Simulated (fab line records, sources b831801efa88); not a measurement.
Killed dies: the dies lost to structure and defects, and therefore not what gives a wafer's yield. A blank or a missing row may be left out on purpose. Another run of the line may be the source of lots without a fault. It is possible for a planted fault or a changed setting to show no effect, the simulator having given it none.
fab line records + flow sky130
[record]
- lots = 13
- wafers = 39
- last_day = 50
route steps=708 shown SD_P@329
lots that met no fault: from a run of the same line without faults
start_h: the number of hours between the record's first day and the start of the first shown wafer of the lot + wait_h: hours since the lot's step before + " repeats the value in the row above + L1.1+2: a row that stands for several wafers + - either no value or no given start + * or withheld: withheld + < > ~ a bound
route shown NAME@n: NAME is a module with steps in the file, n the number in the route of the first one + usual: mean/standard deviation of fault-free wafers + same: alike in all rows + chamber/n: place in a boat + sites: each site's reading + _std_site: how widely they spread, as a standard deviation + _edge_site: mean of outer sites minus mean of inner sites + radius_mm: how far each site lies from the wafer's centre + mask NAME#n: copy n + behind: the last tool/chamber to shape the wafer + hold: cause of the lot's hold/its duration in hours/its outcome + device: which transistor (n, p or np) failed to switch + end of line: the tests these same wafers got at the end of their route + a step given without rows: its recipe and nothing more + killed: the dies lost at the first sort to structure and to defects; this is not the yield of the wafer + map: the dies of a wafer, with x for killed, . for not killed, _ for no die there
set.NAME: the setting as run; set.NAME@STEP: as run at that earlier step + model.NAME: the simulator's own value behind a step, which no gauge read
steps of the route over a sample of lots; a table a step, a row a wafer
services: when a tool's chamber went out of use (start_h, in hours from the record's first day, below 0 if earlier), for how many hours, and the reason
[[steps]]
[step SKY_SD_P_IMPLANT_09]
[recipe]
- species = BF2
- energy_kev = 20
- dose_cm2 = 3e+15
- tilt_deg = 0
[usual]
- beam_on_s = 15.0/1
- dose_ions_cm2 = 2.9997e+15/3e+12
- faraday_current_uA = 11025/690
- tilt_deg = 0.001/0.019
| lot.wafer | tool         | chamber | start_h | wait_h | beam_on_s | dose_ions_cm2 | faraday_current_uA | tilt_deg |
|-----------|--------------|---------|---------|--------|-----------|---------------|--------------------|----------|
| L857.1    | implanter-01 | 0       | 630.64  | 0.0    | 14.0      | 3.0008e+15    | 11672              | 0.019    |
| L857.2    | "            | 0       | "       | "      | 14.0      | 3.0011e+15    | 11752              | 0.012    |
| L857.6    | "            | 0       | "       | "      | 14.1      | 2.9909e+15    | 11563              | 0.012    |
| L856.2    | implanter-04 | 0       | 630.97  | 0.0    | 17.2      | 3.0013e+15    | 9592               | 0.030    |
| L856.3    | "            | 0       | "       | "      | 16.2      | 2.9996e+15    | 10112              | 0.002    |
| L856.5    | "            | 0       | "       | "      | 16.3      | 2.9969e+15    | 10105              | -0.008   |
| L859.3    | implanter-03 | 0       | 642.71  | 0.1    | 14.4      | 3.0026e+15    | 11400              | -0.004   |
| L859.4    | "            | 0       | "       | "      | 14.4      | 2.9963e+15    | 11379              | -0.032   |
| L859.5    | "            | 0       | "       | "      | 15.0      | 2.9945e+15    | 10982              | -0.006   |
| L861.1    | implanter-04 | 0       | 663.19  | 0.0    | 16.7      | 3.0004e+15    | 9849               | 0.001    |
| L861.3    | "            | 0       | "       | "      | 15.3      | 2.998e+15     | 10722              | 0.025    |
| L861.4    | "            | 0       | "       | "      | 16.5      | 2.999e+15     | 10063              | 0.012    |
| L864.1    | implanter-03 | 0       | 680.38  | 0.0    | 14.2      | 2.997e+15     | 11537              | -0.017   |
| L864.3    | "            | 0       | "       | "      | 14.8      | 3.0007e+15    | 11096              | 0.008    |
| L864.4    | "            | 0       | "       | "      | 14.2      | 2.9998e+15    | 11525              | 0.011    |
| L866.3    | implanter-04 | 0       | 710.81  | 0.1    | 16.5      | 2.9964e+15    | 9991               | 0.007    |
| L866.4    | "            | 0       | "       | "      | 16.6      | 2.9951e+15    | 9968               | 0.032    |
| L866.5    | "            | 0       | "       | "      | 16.7      | 2.9965e+15    | 9872               | 0.014    |
| L867.2    | implanter-04 | 0       | 711.87  | 0.0    | 12.7      | 2.326e+15     | 10050              | 0.013    |
| L867.4    | "            | 0       | "       | "      | 12.6      | 2.326e+15     | 10128              | 0.022    |
| L867.5    | "            | 0       | "       | "      | 13.0      | 2.3241e+15    | 9831               | 0.020    |
| L868.3    | implanter-04 | 0       | 713.56  | 0.1    | 12.7      | 2.3213e+15    | 10048              | 0.003    |
| L868.4    | "            | 0       | "       | "      | 12.7      | 2.322e+15     | 10054              | 0.016    |
| L868.6    | "            | 0       | "       | "      | 12.6      | 2.3185e+15    | 10060              | -0.008   |
| L872.1    | implanter-01 | 0       | 743.04  | 0.0    | 13.8      | 3.0021e+15    | 11857              | 0.016    |
| L872.2    | "            | 0       | "       | "      | 14.5      | 3.0036e+15    | 11291              | -0.014   |
| L872.5    | "            | 0       | "       | "      | 13.6      | 3.0049e+15    | 12056              | 0.003    |
| L873.2    | implanter-01 | 0       | 756.39  | 0.0    | 14.1      | 2.9981e+15    | 11600              | -0.023   |
| L873.3    | "            | 0       | "       | "      | 14.4      | 3.0005e+15    | 11484              | -0.017   |
| L873.6    | "            | 0       | "       | "      | 14.4      | 3.0024e+15    | 11478              | 0.002    |
| L874.1    | implanter-01 | 0       | 776.86  | 0.0    | 14.3      | 2.999e+15     | 11489              | -0.026   |
| L874.4    | "            | 0       | "       | "      | 14.0      | 2.9946e+15    | 11692              | -0.012   |
| L874.6    | "            | 0       | "       | "      | 14.9      | 3.0016e+15    | 11020              | -0.060   |
| L875.2    | implanter-03 | 0       | 778.29  | 0.0    | 14.8      | 2.9968e+15    | 11103              | 0.001    |
| L875.4    | "            | 0       | "       | "      | 14.3      | 2.999e+15     | 11413              | 0.014    |
| L875.6    | "            | 0       | "       | "      | 14.1      | 3.0013e+15    | 11632              | -0.016   |
| L876.2    | implanter-03 | 0       | 780.07  | 0.0    | 14.4      | 2.9998e+15    | 11413              | 0.028    |
| L876.4    | "            | 0       | "       | "      | 14.8      | 3.0019e+15    | 11088              | 0.018    |
| L876.5    | "            | 0       | "       | "      | 14.4      | 3.0007e+15    | 11388              | 0.016    |
[step SKY_SD_P_STRIP_10]
[recipe]
- chemistry = O2/N2
- power_w = 1400
- pressure_mtorr = 1500
- platen_temp_c = withheld
- o2_flow_sccm = 3000
- n2_flow_sccm = 300
- overash_fraction = 0.5
[usual]
- drypump_motor_current_A = 5.7/0.32
- o2_flow_sccm = 2999/9.4
- oes_product_au = 0.617/0.0046
- strip_time_to_endpoint_s = 17.48/0.039
| lot.wafer | tool            | chamber | start_h | wait_h | drypump_motor_current_A | o2_flow_sccm | oes_product_au | rf_hours_counter_h | strip_time_to_endpoint_s |
|-----------|-----------------|---------|---------|--------|-------------------------|--------------|----------------|--------------------|--------------------------|
| L857.1    | plasma_asher-04 | 1       | 630.79  | 0.1    | 5.9                     | 3019         | 0.612          | 83                 | 17.44                    |
| L857.2    | "               | 0       | "       | "      | 5.6                     | 2994         | 0.616          | 83                 | 17.46                    |
| L857.6    | "               | 1       | "       | "      | 5.9                     | 2997         | 0.616          | -                  | 17.45                    |
| L856.2    | plasma_asher-01 | 1       | 631.09  | 0.1    | 6.4                     | 2997         | 0.616          | 48                 | 17.57                    |
| L856.3    | "               | 0       | "       | "      | 5.9                     | 2988         | 0.619          | -                  | 17.56                    |
| L856.5    | "               | 1       | "       | "      | 6.4                     | 2996         | 0.611          | -                  | 17.53                    |
| L859.3    | plasma_asher-03 | 0       | 642.84  | 0.1    | 5.4                     | 3001         | 0.621          | -                  | 17.52                    |
| L859.4    | "               | 1       | "       | "      | 5.4                     | 3006         | 0.618          | -                  | 17.54                    |
| L859.5    | "               | 1       | "       | "      | 5.4                     | 2996         | 0.614          | -                  | 17.54                    |
| L861.1    | plasma_asher-04 | 1       | 663.34  | 0.1    | 5.9                     | 3001         | 0.613          | 86                 | 17.57                    |
| L861.3    | "               | 0       | "       | "      | 5.6                     | 2990         | 0.626          | -                  | 17.48                    |
| L861.4    | "               | 1       | "       | "      | 5.9                     | 2997         | 0.614          | -                  | 17.55                    |
| L864.1    | plasma_asher-01 | 0       | 680.53  | 0.1    | 5.8                     | 3004         | 0.627          | 53                 | 17.45                    |
| L864.3    | "               | 1       | "       | "      | 6.4                     | 3005         | 0.615          | -                  | 17.43                    |
| L864.4    | "               | 0       | "       | "      | 5.8                     | 2992         | 0.615          | -                  | 17.42                    |
| L866.3    | plasma_asher-01 | 0       | 710.94  | 0.1    | 5.8                     | 2999         | 0.616          | -                  | 17.48                    |
| L866.4    | "               | 1       | "       | "      | 6.3                     | 2998         | 0.614          | -                  | 17.50                    |
| L866.5    | "               | 0       | "       | "      | 5.8                     | 3000         | 0.618          | -                  | 17.48                    |
| L867.2    | plasma_asher-03 | 1       | 711.99  | 0.1    | 5.4                     | 2990         | 0.632          | 104                | 17.01                    |
| L867.4    | "               | 0       | "       | "      | 5.4                     | 3010         | 0.631          | -                  | 16.98                    |
| L867.5    | "               | 1       | "       | "      | 5.4                     | 2999         | 0.626          | -                  | 16.95                    |
| L868.3    | plasma_asher-01 | 1       | 713.69  | 0.1    | 6.4                     | 2982         | 0.624          | -                  | 16.94                    |
| L868.4    | "               | 0       | "       | "      | 5.8                     | 2977         | 0.620          | -                  | 16.89                    |
| L868.6    | "               | 0       | "       | "      | 5.8                     | 3001         | 0.627          | -                  | 16.93                    |
| L872.1    | plasma_asher-03 | 0       | 743.19  | 0.1    | 5.4                     | 3019         | 0.612          | 0                  | 17.45                    |
| L872.2    | "               | 1       | "       | "      | 5.4                     | 3006         | 0.611          | 0                  | 17.48                    |
| L872.5    | "               | 1       | "       | "      | 5.4                     | 3008         | 0.623          | -                  | 17.48                    |
| L873.2    | plasma_asher-03 | 0       | 756.51  | 0.1    | 5.4                     | 2993         | 0.615          | 1                  | 17.53                    |
| L873.3    | "               | 0       | "       | "      | 5.5                     | 2988         | 0.624          | -                  | 17.47                    |
| L873.6    | "               | 0       | "       | "      | 5.4                     | 2999         | 0.616          | -                  | 17.47                    |
| L874.1    | plasma_asher-03 | 0       | 777.01  | 0.1    | 5.4                     | 3013         | 0.612          | 3                  | 17.45                    |
| L874.4    | "               | 0       | "       | "      | 5.5                     | 3008         | 0.613          | -                  | 17.42                    |
| L874.6    | "               | 1       | "       | "      | 5.4                     | 3005         | 0.615          | -                  | 17.52                    |
| L875.2    | plasma_asher-03 | 1       | 778.41  | 0.1    | 5.4                     | 2996         | 0.625          | 3                  | 17.53                    |
| L875.4    | "               | 1       | "       | "      | 5.4                     | 3001         | 0.618          | -                  | 17.51                    |
| L875.6    | "               | 0       | "       | "      | 5.5                     | 3006         | 0.622          | -                  | 17.50                    |
| L876.2    | plasma_asher-01 | 1       | 780.19  | 0.1    | 6.3                     | 3008         | 0.619          | 64                 | 17.52                    |
| L876.4    | "               | 1       | "       | "      | 6.3                     | 3018         | 0.622          | -                  | 17.51                    |
| L876.5    | "               | 0       | "       | "      | 5.8                     | 3009         | 0.623          | -                  | 17.48                    |
[step SKY_SD_P_TW_MEAS_11]
[usual]
- SD_P_TW = 2808/36
| lot.wafer | tool          | chamber | start_h | wait_h | SD_P_TW |
|-----------|---------------|---------|---------|--------|---------|
| L857.1    | film_metro-03 | -       | 630.89  | 0.1    | 2803    |
| L857.2    | "             | -       | "       | "      | 2830    |
| L857.6    | "             | -       | "       | "      | 2817    |
| L856.2    | film_metro-04 | -       | 631.20  | 0.1    | 2770    |
| L856.3    | "             | -       | "       | "      | 2765    |
| L856.5    | "             | -       | "       | "      | 2765    |
| L859.3    | film_metro-04 | -       | 642.93  | 0.1    | 2762    |
| L859.4    | "             | -       | "       | "      | 2768    |
| L859.5    | "             | -       | "       | "      | 2773    |
| L861.1    | film_metro-01 | -       | 663.44  | 0.1    | 2829    |
| L861.3    | "             | -       | "       | "      | 2828    |
| L861.4    | "             | -       | "       | "      | 2823    |
| L864.1    | film_metro-03 | -       | 680.63  | 0.1    | 2842    |
| L864.3    | "             | -       | "       | "      | 2824    |
| L864.4    | "             | -       | "       | "      | 2837    |
| L866.3    | film_metro-03 | -       | 711.03  | 0.1    | 2836    |
| L866.4    | "             | -       | "       | "      | 2829    |
| L866.5    | "             | -       | "       | "      | 2820    |
| L867.2    | film_metro-03 | -       | 712.10  | 0.1    | 2700    |
| L867.4    | "             | -       | "       | "      | 2701    |
| L867.5    | "             | -       | "       | "      | 2709    |
| L868.3    | film_metro-01 | -       | 713.78  | 0.1    | 2699    |
| L868.4    | "             | -       | "       | "      | 2710    |
| L868.6    | "             | -       | "       | "      | 2711    |
| L872.1    | film_metro-04 | -       | 743.29  | 0.1    | 2765    |
| L872.2    | "             | -       | "       | "      | 2766    |
| L872.5    | "             | -       | "       | "      | 2754    |
| L873.2    | film_metro-04 | -       | 756.62  | 0.1    | 2757    |
| L873.3    | "             | -       | "       | "      | 2792    |
| L873.6    | "             | -       | "       | "      | 2765    |
| L874.1    | film_metro-03 | -       | 777.11  | 0.1    | 2837    |
| L874.4    | "             | -       | "       | "      | 2842    |
| L874.6    | "             | -       | "       | "      | 2851    |
| L875.2    | film_metro-03 | -       | 778.52  | 0.1    | 2868    |
| L875.4    | "             | -       | "       | "      | 2839    |
| L875.6    | "             | -       | "       | "      | 2839    |
| L876.2    | film_metro-03 | -       | 780.30  | 0.1    | 2853    |
| L876.4    | "             | -       | "       | "      | 2847    |
| L876.5    | "             | -       | "       | "      | 2842    |
[step SKY_SD_N_RS_MEAS_17]
[recipe]
- thk_meas_gauge = four-point-probe
[usual]
- SD_P_RS = 147.1/0.39
| lot.wafer | tool          | chamber | start_h | wait_h | SD_P_RS[ohm/sq] |
|-----------|---------------|---------|---------|--------|-----------------|
| L857.1    | film_metro-04 | -       | 688.88  | 0.1    | 146.9           |
| L857.2    | "             | -       | "       | "      | 147.1           |
| L857.6    | "             | -       | "       | "      | 146.8           |
| L856.2    | film_metro-01 | -       | 689.01  | 0.1    | 147.2           |
| L856.3    | "             | -       | "       | "      | 147.1           |
| L856.5    | "             | -       | "       | "      | 147.6           |
| L859.3    | film_metro-01 | -       | 699.70  | 0.1    | 147.7           |
| L859.4    | "             | -       | "       | "      | 147.5           |
| L859.5    | "             | -       | "       | "      | 147.5           |
| L861.1    | film_metro-01 | -       | 719.76  | 0.1    | 147.0           |
| L861.3    | "             | -       | "       | "      | 147.4           |
| L861.4    | "             | -       | "       | "      | 147.2           |
| L864.1    | film_metro-04 | -       | 736.21  | 0.1    | 148.1           |
| L864.3    | "             | -       | "       | "      | 147.5           |
| L864.4    | "             | -       | "       | "      | 147.6           |
| L866.3    | film_metro-03 | -       | 765.55  | 0.1    | 147.0           |
| L866.4    | "             | -       | "       | "      | 146.9           |
| L866.5    | "             | -       | "       | "      | 147.5           |
| L867.2    | film_metro-04 | -       | 766.73  | 0.1    | 150.9           |
| L867.4    | "             | -       | "       | "      | 150.9           |
| L867.5    | "             | -       | "       | "      | 150.8           |
| L868.3    | film_metro-04 | -       | 769.05  | 0.1    | 150.8           |
| L868.4    | "             | -       | "       | "      | 150.8           |
| L868.6    | "             | -       | "       | "      | 151.1           |
| L872.1    | film_metro-01 | -       | 797.21  | 0.1    | 146.9           |
| L872.2    | "             | -       | "       | "      | 147.3           |
| L872.5    | "             | -       | "       | "      | 146.6           |
| L873.2    | film_metro-03 | -       | 810.63  | 0.1    | 147.4           |
| L873.3    | "             | -       | "       | "      | 147.2           |
| L873.6    | "             | -       | "       | "      | 147.3           |
| L874.1    | film_metro-03 | -       | 830.84  | 0.1    | 146.9           |
| L874.4    | "             | -       | "       | "      | 147.1           |
| L874.6    | "             | -       | "       | "      | 146.8           |
| L875.2    | film_metro-03 | -       | 831.84  | 0.1    | 147.5           |
| L875.4    | "             | -       | "       | "      | 147.9           |
| L875.6    | "             | -       | "       | "      | 147.8           |
| L876.2    | film_metro-01 | -       | 834.81  | 0.1    | 146.6           |
| L876.4    | "             | -       | "       | "      | 146.6           |
| L876.5    | "             | -       | "       | "      | 146.9           |
[[services]]
| tool            | chamber | start_h | hours | kind       |
|-----------------|---------|---------|-------|------------|
| implanter-03    | -       | 645.13  | 2.7   | pm         |
| implanter-01    | -       | 651.90  | 1.8   | repair     |
| implanter-04    | -       | 680.14  | 2.2   | repair     |
| implanter-01    | -       | 702.33  | 4.0   | pm         |
| plasma_asher-04 | -       | 708.24  | 2.8   | pm         |
| plasma_asher-01 | -       | 714.56  | 1.7   | repair     |
| plasma_asher-03 | -       | 733.84  | 9.0   | pm         |
| plasma_asher-03 | 0       | 733.84  | 9.0   | vent_cycle |
| plasma_asher-03 | 1       | 733.84  | 9.0   | vent_cycle |
| implanter-04    | -       | 733.94  | 4.7   | pm         |
| implanter-04    | -       | 739.25  | 0.8   | repair     |
| plasma_asher-03 | 0       | 742.84  | -     | clean      |
| plasma_asher-03 | 1       | 742.84  | -     | clean      |
| implanter-03    | -       | 757.16  | 1.1   | repair     |
| plasma_asher-01 | -       | 759.35  | 1.2   | repair     |
[[key]]
[first_sign]
- step = SKY_SD_P_IMPLANT_09
- reading = dose_ions_cm2
- direction = down
- sigmas = 99+
- usual = *
- struck = *
[effect]
- step = SKY_SD_P_IMPLANT_09
- reading = beam_on_s
- direction = down
- sigmas = 2.2
- usual = 15.0
- struck = 12.7
[effect]
- step = SKY_SD_P_STRIP_10
- reading = strip_time_to_endpoint_s
- direction = down
- sigmas = 13
- usual = *
- struck = *
[effect]
- step = SKY_SD_P_TW_MEAS_11
- reading = SD_P_TW
- direction = down
- sigmas = 2.9
- usual = 2808
- struck = 2705
[effect]
- step = SKY_SD_N_RS_MEAS_17
- reading = SD_P_RS
- direction = up
- sigmas = 9.6
- usual = 147.1
- struck = 150.9
met_at SKY_SD_P_IMPLANT_09
struck_lots L867,L868
tester_left_out L867,L868
onset_between 710.81 711.87
[fault]
- kind = process_parameter_drift
- tool = implanter-04
- chamber = -
- onset_h = 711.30
- steps = SKY_SD_P_IMPLANT_09
- channel = dose_cm2
- offset = *
- shape = step
- end_h = 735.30
- acts_in = *
- stated = *
// tester_left_out: of these lots the tester's yield and bins aren't shown, on N5 and GAA mostly nor the transistor test; their killed dies are dies lost to structure and defects alone, not to doping, threshold or leakage, so they don't give the yield
